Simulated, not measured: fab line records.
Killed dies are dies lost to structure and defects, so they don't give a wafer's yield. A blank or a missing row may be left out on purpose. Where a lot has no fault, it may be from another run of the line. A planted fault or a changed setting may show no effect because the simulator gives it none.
What tool caused it? || flow sky130 || Sampling: 13 lots, 37 wafers, 3 of 708 route steps

== WHAT THE GAUGES READ, wafer by wafer ==
SKY_VIA1_RS_MEAS_22: measurement is done with a four-point probe.
{"lot": "L407", "measured": "day 33 11:42", "on": "film-metro-02", "VIA1_W_RS (ohm/sq)": "0.426 0.432 0.429"}
{"lot": "L408", "measured": "day 34 02:07", "on": "film-metro-02", "VIA1_W_RS (ohm/sq)": "0.429 0.435 0.422"}
{"lot": "L413", "measured": "day 36 06:08", "on": "film-metro-01", "VIA1_W_RS (ohm/sq)": "0.431 0.430 0.435"}
{"lot": "L412", "measured": "day 36 09:13", "on": "film-metro-01", "VIA1_W_RS (ohm/sq)": "0.438 0.434 0.438"}
{"lot": "L416", "measured": "day 36 19:47", "on": "film-metro-02", "VIA1_W_RS (ohm/sq)": "0.434 0.427 0.319"}
{"lot": "L417", "measured": "day 37 00:10", "on": "film-metro-02", "VIA1_W_RS (ohm/sq)": "0.427 0.427 0.427"}
{"lot": "L418", "measured": "day 37 09:31", "on": "film-metro-02", "VIA1_W_RS (ohm/sq)": "0.421 0.312"}
{"lot": "L419", "measured": "day 37 16:26", "on": "film-metro-02", "VIA1_W_RS (ohm/sq)": "0.426 0.315"}
{"lot": "L425", "measured": "day 39 19:38", "on": "film-metro-01", "VIA1_W_RS (ohm/sq)": "0.427 0.424 0.425"}
{"lot": "L427", "measured": "day 40 04:46", "on": "film-metro-01", "VIA1_W_RS (ohm/sq)": "0.417 0.431 0.418"}
{"lot": "L426", "measured": "day 40 06:07", "on": "film-metro-03", "VIA1_W_RS (ohm/sq)": "0.420 0.419 0.423"}
{"lot": "L428", "measured": "day 40 07:33", "on": "film-metro-02", "VIA1_W_RS (ohm/sq)": "0.420 0.420 0.425"}
{"lot": "L429", "measured": "day 40 19:35", "on": "film-metro-02", "VIA1_W_RS (ohm/sq)": "0.409 0.407 0.405"}

SKY_VIA1_THK_MEAS_23: measures by xrf.
{"lot": "L407", "measured": "day 33 11:49", "on": "film-metro-02", "VIA1_W_THK (nm)": "263 261 261"}
{"lot": "L408", "measured": "day 34 02:14", "on": "film-metro-02", "VIA1_W_THK (nm)": "263 259 267"}
{"lot": "L413", "measured": "day 36 06:15", "on": "film-metro-01", "VIA1_W_THK (nm)": "263 264 260"}
{"lot": "L412", "measured": "day 36 09:19", "on": "film-metro-01", "VIA1_W_THK (nm)": "261 263 260"}
{"lot": "L416", "measured": "day 36 19:54", "on": "film-metro-02", "VIA1_W_THK (nm)": "260 263 353"}
{"lot": "L417", "measured": "day 37 00:17", "on": "film-metro-02", "VIA1_W_THK (nm)": "267 266 265"}
{"lot": "L418", "measured": "day 37 09:37", "on": "film-metro-02", "VIA1_W_THK (nm)": "270 363"}
{"lot": "L419", "measured": "day 37 16:33", "on": "film-metro-02", "VIA1_W_THK (nm)": "265 360"}
{"lot": "L425", "measured": "day 39 19:46", "on": "film-metro-01", "VIA1_W_THK (nm)": "265 267 267"}
{"lot": "L427", "measured": "day 40 04:53", "on": "film-metro-01", "VIA1_W_THK (nm)": "273 264 273"}
{"lot": "L426", "measured": "day 40 06:14", "on": "film-metro-03", "VIA1_W_THK (nm)": "267 267 267"}
{"lot": "L428", "measured": "day 40 07:40", "on": "film-metro-02", "VIA1_W_THK (nm)": "269 268 267"}
{"lot": "L429", "measured": "day 40 19:41", "on": "film-metro-02", "VIA1_W_THK (nm)": "276 277 278"}

== EACH LOT AND THE TOOL THAT RAN IT (in order: tool; ch and the chambers of the sampled wafers; start) ==
{"lot": "L407", "SKY_VIA1_CVD_21": "cvd-w-02 ch 1, day 33 11:36"}
{"lot": "L408", "SKY_VIA1_CVD_21": "cvd-w-02 ch 0,1, day 34 02:02"}
{"lot": "L413", "SKY_VIA1_CVD_21": "cvd-w-02 ch 0,1, day 36 06:02"}
{"lot": "L412", "SKY_VIA1_CVD_21": "cvd-w-02 ch 0,1, day 36 09:07"}
{"lot": "L416", "SKY_VIA1_CVD_21": "cvd-w-02 ch 0,1, day 36 19:41"}
{"lot": "L417", "SKY_VIA1_CVD_21": "cvd-w-01 ch 0,1, day 37 00:04"}
{"lot": "L418", "SKY_VIA1_CVD_21": "cvd-w-02 ch 0, day 37 09:24"}
{"lot": "L419", "SKY_VIA1_CVD_21": "cvd-w-02 ch 0,1, day 37 16:20"}
{"lot": "L425", "SKY_VIA1_CVD_21": "cvd-w-02 ch 0,1, day 39 19:32"}
{"lot": "L427", "SKY_VIA1_CVD_21": "cvd-w-02 ch 0,1, day 40 04:41"}
{"lot": "L426", "SKY_VIA1_CVD_21": "cvd-w-02 ch 0, day 40 06:02"}
{"lot": "L428", "SKY_VIA1_CVD_21": "cvd-w-01 ch 0,1, day 40 07:26"}
{"lot": "L429", "SKY_VIA1_CVD_21": "cvd-w-02 ch 1, day 40 19:28"}
- SKY_VIA1_CVD_21: deposits W, target thk 270 nm, time 80.902 s.

== AS READ BY THE TOOLS THEMSELVES (means over the sampled wafers that have a number; for cases with no such wafer, the mark the record gives instead) ==
SKY_VIA1_CVD_21.
{"lot": "L407", "tool": "cvd-w-02", "heater-power-w (W)": 761}
{"lot": "L408", "tool": "cvd-w-02", "heater-power-w (W)": 832}
{"lot": "L413", "tool": "cvd-w-02", "heater-power-w (W)": 884}
{"lot": "L412", "tool": "cvd-w-02", "heater-power-w (W)": 812}
{"lot": "L416", "tool": "cvd-w-02", "heater-power-w (W)": 878}
{"lot": "L417", "tool": "cvd-w-01", "heater-power-w (W)": 907}
{"lot": "L418", "tool": "cvd-w-02", "heater-power-w (W)": 920}
{"lot": "L419", "tool": "cvd-w-02", "heater-power-w (W)": 848}
{"lot": "L425", "tool": "cvd-w-02", "heater-power-w (W)": 873}
{"lot": "L427", "tool": "cvd-w-02", "heater-power-w (W)": 828}
{"lot": "L426", "tool": "cvd-w-02", "heater-power-w (W)": 928}
{"lot": "L428", "tool": "cvd-w-01", "heater-power-w (W)": 851}
{"lot": "L429", "tool": "cvd-w-02", "heater-power-w (W)": 779}

== THE ANSWER, worked out from the rows above alone ==
Rule: usual is defined by the lots themselves. Put in order of their means at a reading, lots are off if they are a third of the lots or fewer, leave a main group of 4 or more, and stand apart from it by a gap of 3 or more times the standard deviation of the main group's means; of several such gaps the widest counts. The tables above print the reading to a certain number of digits; a main group whose means all agree to those digits is not used. A lot without any number at a reading at which 4 lots or more have one is off too. Where the step has rows for the other lots, those lots are counted as sound. After the gauges, taken in route order, come the tools' own readings; for these a lot's mean is taken, as printed above. At the first step where some lot is off, the reading lying furthest off is the one used; lots without a number count as furthest.
Off: L416, L418, L419, seen at SKY_VIA1_THK_MEAS_23 (VIA1_W_THK). The main group: mean 266 nm, standard deviation 4.5.
A tool fits if, at a process step before that reading, it ran every lot that is off, and no sound lot after the first of them. Gauges at SKY_VIA1_THK_MEAS_23: tried the same way as those tools. Of those tried, none fits.

== WHAT HAD BEEN PUT IN BY THE SIMULATOR ==
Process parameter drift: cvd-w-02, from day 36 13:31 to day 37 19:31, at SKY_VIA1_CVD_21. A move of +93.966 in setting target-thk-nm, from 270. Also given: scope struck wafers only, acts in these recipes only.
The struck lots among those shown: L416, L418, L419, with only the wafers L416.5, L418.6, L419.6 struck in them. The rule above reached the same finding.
